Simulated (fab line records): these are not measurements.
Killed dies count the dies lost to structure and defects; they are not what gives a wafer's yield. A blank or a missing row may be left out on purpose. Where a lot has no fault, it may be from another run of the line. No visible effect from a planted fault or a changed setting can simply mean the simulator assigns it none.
2 desks, one fault	flow sky130	only its own numbers are on each desk; what lay behind them is given at the end

FOR THE TOOL OWNER'S DESK: implanter-01
For each lot that ran on this tool, the mean over its sampled wafers that have a number, from the tool's own readings at SKY_DNWELL_IMPLANT_07. The brackets show how far a lot's mean lies from the usual mean; more than 4 standard deviations puts the lot out of limits, marked OUT.
Columns: A = endStationPressureTorr at SKY_DNWELL_IMPLANT_07, usual 5.01e-06 Torr
lot	first seen here	A
L999	day 4 07:39	4.72e-06
L103	day 5 08:21	4.89e-06
L112	day 7 11:06	4.82e-06
L113	day 7 15:12	5.05e-06
This desk's finding: nothing out of limits on any of the 4 lots.

THE METROLOGY DESK
What the gauges read for every lot (on any tool): the sampled wafers with a number, averaged. The brackets show how far a lot's mean lies from the usual mean; more than 4 standard deviations puts the lot out of limits, marked OUT.
Columns: A = NWELL_OXIDATION_THK at SKY_NWELL_THK_MEAS_02, usual 10.02 nm; B = DNWELL_TW at SKY_DNWELL_TW_MEAS_09, usual 1116; C = PWDE_OVL at SKY_PWDE_OVL_MEAS_07, usual -1.0 nm; D = PWDE_TW at SKY_PWDE_TW_MEAS_10, usual 375; E = NWELL_00_OVL at SKY_NWELL_OVL_MEAS_10, usual 0.4 nm; F = NWELL_TW at SKY_NWELL_TW_MEAS_15, usual 1824
lot	first seen here	A	B	C	D	E	F
L998	day 3 00:50	9.95	1107	-1.9	380	-1.3	1823
L999	day 3 15:02	9.89	1136	-2.0	372	0.4	1834
L100	day 3 21:45	9.90	1121	0.3	373	1.4	1844
L103	day 4 13:44	9.92	1125	0.4	374	2.0	1821
L112	day 6 15:18	10.23	1113	0.6	374	-0.5	1817
L113	day 6 19:47	9.91	1128	-0.5	381	-0.5	1802
This desk's finding: nothing out of limits on any of the 6 lots.

BROUGHT TOGETHER
The desk of the tool owner found nothing out of limits.
The metrology desk saw nothing out of limits.

WHAT THE SIMULATOR HAD INSERTED
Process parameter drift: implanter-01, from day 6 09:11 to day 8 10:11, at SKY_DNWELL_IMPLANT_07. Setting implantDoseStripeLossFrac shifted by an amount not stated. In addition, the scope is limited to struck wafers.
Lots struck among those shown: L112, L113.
